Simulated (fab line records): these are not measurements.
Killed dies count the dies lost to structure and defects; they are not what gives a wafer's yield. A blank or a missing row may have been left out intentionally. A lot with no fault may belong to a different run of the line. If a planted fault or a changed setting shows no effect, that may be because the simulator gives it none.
fab line records	flow gf180mcu
record lots=10	wafers=30	lastDay=31
route steps=602 shown VT_IMPLANT@100 M2@364 M3@411
lots with no fault: from the same line, run without faults
startH: hours from the record's first day to the start of the lot's first wafer shown	waitH: how many hours have passed since the lot's step before this one	" the same as in the row above	L1.1+2: a row that stands for several wafers	- no value, or no start given	* or withheld: withheld	< > ~ a bound
route shown NAME@n: a module of which the file shows steps, and the number in the route of the first	usual: the fault-free wafers' mean and standard deviation	same: alike in all rows	chamber/n: place in a boat	sites: the reading at each site	_std_site: the standard deviation of these	_edge_site: the outer-site mean with the inner-site mean subtracted	radiusMm: for every site, how far away it sits from the centre of the wafer	mask NAME#n: copy n	behind: the last tool/chamber to shape the wafer	hold: cause of the lot's hold/its duration in hours/its outcome	device: names the non-switching transistor (n, p or np)	end of line: the tests these same wafers got at the end of their route	for a step that has no rows: nothing shown but its recipe	killed: dies that structure and defects cost at the first sort, which is not the same as the wafer's yield	map: per-die view of a wafer (x killed, . not killed, _ where there is no die)
set.NAME: setting as actually run; set.NAME@STEP: the setting as run at that earlier step	model.NAME: the simulator's own value behind a step, which no gauge read
steps of the route over a sample of lots; a table a step, a row a wafer
services: the hour from which a tool's chamber was out of use, counted from the record's first day as startH (under 0 if before that day), plus the number of hours and why
## steps
# step GF_VT_IMPLANT_TW_MEAS_10
# usual VT_IMPLANT_TW=561/4.6
lot.wafer	tool	chamber	startH	waitH	VT_IMPLANT_TW
L527.2	filmMetro-03	-	116.94	0.1	555
L527.4	"	-	"	"	559
L527.6	"	-	"	"	559
L528.4	filmMetro-03	-	119.56	0.1	556
L528.5	"	-	"	"	559
L528.6	"	-	"	"	557
L529.3	filmMetro-01	-	126.50	0.1	567
L529.4	"	-	"	"	569
L529.5	"	-	"	"	569
L530.1	filmMetro-04	-	132.34	0.1	556
L530.3	"	-	"	"	557
L530.5	"	-	"	"	557
L531.1	filmMetro-04	-	140.18	0.1	558
L531.4	"	-	"	"	558
L531.5	"	-	"	"	559
L532.1	filmMetro-03	-	142.58	0.1	562
L532.3	"	-	"	"	560
L532.6	"	-	"	"	557
L534.2	filmMetro-01	-	152.10	0.1	570
L534.3	"	-	"	"	572
L534.5	"	-	"	"	572
L537.2	filmMetro-04	-	173.82	0.1	560
L537.3	"	-	"	"	559
L537.4	"	-	"	"	559
L541.1	filmMetro-04	-	197.04	0.1	559
L541.3	"	-	"	"	561
L541.4	"	-	"	"	559
L542.2	filmMetro-04	-	204.07	0.1	561
L542.3	"	-	"	"	560
L542.4	"	-	"	"	560
# step GF_VT_IMPLANT_IMPLANT_30
# recipe species=B	energyKev=25	doseCm2=2.534e+12	tiltDeg=7
# usual implantIonAmu=11/0
lot.wafer	tool	chamber	startH	waitH	implantIonAmu
L527.2	implanter-02	0	146.30	0.0	11
L527.4	"	0	"	"	11
L527.6	"	0	"	"	11
L528.4	implanter-04	0	149.12	0.1	11
L528.5	"	0	"	"	11
L528.6	"	0	"	"	11
L529.3	implanter-04	0	156.61	0.1	11
L529.4	"	0	"	"	11
L529.5	"	0	"	"	11
L530.1	implanter-04	0	162.63	0.0	11
L530.3	"	0	"	"	11
L530.5	"	0	"	"	11
L531.1	implanter-02	0	171.98	0.0	11
L531.4	"	0	"	"	11
L531.5	"	0	"	"	11
L532.1	implanter-03	0	174.55	0.0	11
L532.3	"	0	"	"	11
L532.6	"	0	"	"	11
L534.2	implanter-03	0	184.19	0.0	11
L534.3	"	0	"	"	11
L534.5	"	0	"	"	11
L537.2	implanter-02	0	207.71	0.0	11
L537.3	"	0	"	"	11
L537.4	"	0	"	"	11
L541.1	implanter-03	0	232.48	0.0	31
L541.3	"	0	"	"	31
L541.4	"	0	"	"	31
L542.2	implanter-04	0	239.91	0.0	31
L542.3	"	0	"	"	31
L542.4	"	0	"	"	31
# step GF_VT_IMPLANT_TW_MEAS_32
# usual VT_IMPLANT_3_TW=269.1/2.7
lot.wafer	tool	chamber	startH	waitH	hold	VT_IMPLANT_3_TW
L527.2	filmMetro-01	-	146.54	0.1	-	272.2
L527.4	"	-	"	"	-	272.0
L527.6	"	-	"	"	-	271.2
L528.4	filmMetro-01	-	149.32	0.1	-	272.2
L528.5	"	-	"	"	-	270.8
L528.6	"	-	"	"	-	271.0
L529.3	filmMetro-01	-	156.83	0.1	-	272.1
L529.4	"	-	"	"	-	273.2
L529.5	"	-	"	"	-	273.8
L530.1	filmMetro-01	-	162.88	0.1	-	272.5
L530.3	"	-	"	"	-	271.6
L530.5	"	-	"	"	-	272.0
L531.1	filmMetro-01	-	172.23	0.1	-	271.8
L531.4	"	-	"	"	-	270.8
L531.5	"	-	"	"	-	271.8
L532.1	filmMetro-01	-	174.80	0.1	-	271.6
L532.3	"	-	"	"	-	270.0
L532.6	"	-	"	"	-	270.9
L534.2	filmMetro-01	-	184.42	0.1	-	271.4
L534.3	"	-	"	"	-	270.9
L534.5	"	-	"	"	-	271.5
L537.2	filmMetro-03	-	207.95	0.1	-	266.8
L537.3	"	-	"	"	-	267.7
L537.4	"	-	"	"	-	266.2
L541.1	filmMetro-03	-	232.73	0.1	awaitDispo/0.2h/release	518.8
L541.3	"	-	"	"	awaitDispo/0.2h/release	516.8
L541.4	"	-	"	"	awaitDispo/0.2h/release	515.4
L541.1	filmMetro-03	-	232.96	0.2	-	515.8
L541.3	"	-	"	"	-	517.6
L541.4	"	-	"	"	-	517.3
L542.2	filmMetro-04	-	240.15	0.1	awaitDispo/0.2h/release	513.9
L542.3	"	-	"	"	awaitDispo/0.2h/release	515.0
L542.4	"	-	"	"	awaitDispo/0.2h/release	514.5
L542.2	filmMetro-04	-	240.38	0.2	-	513.9
L542.3	"	-	"	"	-	515.2
L542.4	"	-	"	"	-	516.2
# step GF_M2_SPUTTER_02
# recipe material=AlCu	targetThkNm=450	powerW=10600	timeS=23.9	chamberPressurePa=0.4
# usual throttleValvePct=30.0/0.76
lot.wafer	tool	chamber	startH	waitH	throttleValvePct
L527.2	pvdSputter-03	-	417.14	0.0	29.9
L527.4	"	-	"	"	29.1
L527.6	"	-	"	"	29.7
L528.4	pvdSputter-02	-	418.27	0.0	32.0
L528.5	"	-	"	"	31.6
L528.6	"	-	"	"	31.0
L529.3	pvdSputter-03	-	435.61	0.0	30.3
L529.4	"	-	"	"	29.1
L529.5	"	-	"	"	29.6
L530.1	pvdSputter-02	-	442.33	0.0	30.2
L530.3	"	-	"	"	31.1
L530.5	"	-	"	"	30.9
L531.1	pvdSputter-03	-	457.88	0.0	29.0
L531.4	"	-	"	"	30.1
L531.5	"	-	"	"	29.1
L532.1	pvdSputter-02	-	460.54	0.0	32.1
L532.3	"	-	"	"	30.7
L532.6	"	-	"	"	31.7
L534.2	pvdSputter-03	-	473.26	0.0	30.5
L534.3	"	-	"	"	28.9
L534.5	"	-	"	"	29.8
L537.2	pvdSputter-03	-	509.19	0.0	28.9
L537.3	"	-	"	"	30.0
L537.4	"	-	"	"	29.7
# step GF_M3_SPUTTER_02
# recipe material=AlCu	targetThkNm=450	powerW=10600	timeS=23.9	chamberPressurePa=0.4
# usual throttleValvePct=29.7/0.62
lot.wafer	tool	chamber	startH	waitH	throttleValvePct
L527.2	pvdSputter-03	-	468.63	0.0	29.0
L527.4	"	-	"	"	30.7
L527.6	"	-	"	"	29.5
L528.4	pvdSputter-04	-	469.64	0.0	29.3
L528.5	"	-	"	"	29.6
L528.6	"	-	"	"	29.2
L529.3	pvdSputter-04	-	487.42	0.0	29.9
L529.4	"	-	"	"	30.3
L529.5	"	-	"	"	29.1
L530.1	pvdSputter-04	-	493.13	0.0	29.2
L530.3	"	-	"	"	29.9
L530.5	"	-	"	"	28.9
L531.1	pvdSputter-03	-	508.10	0.0	28.9
L531.4	"	-	"	"	29.9
L531.5	"	-	"	"	29.7
L532.1	pvdSputter-01	-	510.54	0.0	29.9
L532.3	"	-	"	"	31.1
L532.6	"	-	"	"	29.9
L534.2	pvdSputter-03	-	523.89	0.0	29.3
L534.3	"	-	"	"	29.9
L534.5	"	-	"	"	29.9
L537.2	pvdSputter-03	-	557.99	0.0	29.3
L537.3	"	-	"	"	29.9
L537.4	"	-	"	"	30.5
## services
tool	chamber	startH	hours	kind
implanter-03	-	135.40	0.8	repair
implanter-03	-	144.76	2.1	repair
pvdSputter-03	-	156.98	3.7	repair
implanter-04	-	165.30	5.5	pm
implanter-04	-	171.21	5.6	repair
implanter-04	-	189.08	9.9	repair
pvdSputter-03	-	229.89	1.5	repair
implanter-02	-	236.89	3.7	repair
implanter-02	-	249.49	3.5	repair
implanter-03	-	260.38	1.7	repair
pvdSputter-04	-	337.40	3.7	repair
pvdSputter-01	-	366.25	16.1	repair
implanter-02	-	372.04	3.3	pm
implanter-04	-	383.29	1.4	repair
pvdSputter-01	-	387.27	3.2	repair
pvdSputter-04	-	395.95	32.1	repair
implanter-03	-	411.36	1.2	repair
implanter-02	-	432.29	4.0	repair
implanter-02	-	462.31	2.5	repair
pvdSputter-03	-	462.89	0.8	repair
pvdSputter-04	-	473.47	5.9	repair
implanter-02	-	523.68	0.6	repair
implanter-03	-	524.74	5.5	pm
pvdSputter-02	-	540.58	1.6	repair
## key
firstSign step=GF_VT_IMPLANT_IMPLANT_30	reading=implantIonAmu	direction=up	sigmas=99+	usual=11	struck=31
effect step=GF_VT_IMPLANT_TW_MEAS_32	reading=visit	direction=added
effect step=GF_VT_IMPLANT_TW_MEAS_32	reading=VT_IMPLANT_3_TW	direction=up	sigmas=93	usual=269.1	struck=515.7
metAt GF_VT_IMPLANT_IMPLANT_30
struckLots L541,L542
scrappedBehind GF_VT_IMPLANT_TW_MEAS_32 L541.1,L541.3,L541.4,L542.2,L542.3,L542.4
notActingAt GF_VT_IMPLANT_TW_MEAS_10,GF_M2_SPUTTER_02,GF_M3_SPUTTER_02
onsetBetween 184.19 232.48
fault kind=wrongRecipeDownload	tool=implanter-02,implanter-03,implanter-04	chamber=-	onsetH=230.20	steps=GF_VT_IMPLANT_IMPLANT_30	wrongRecipe.notListed=1
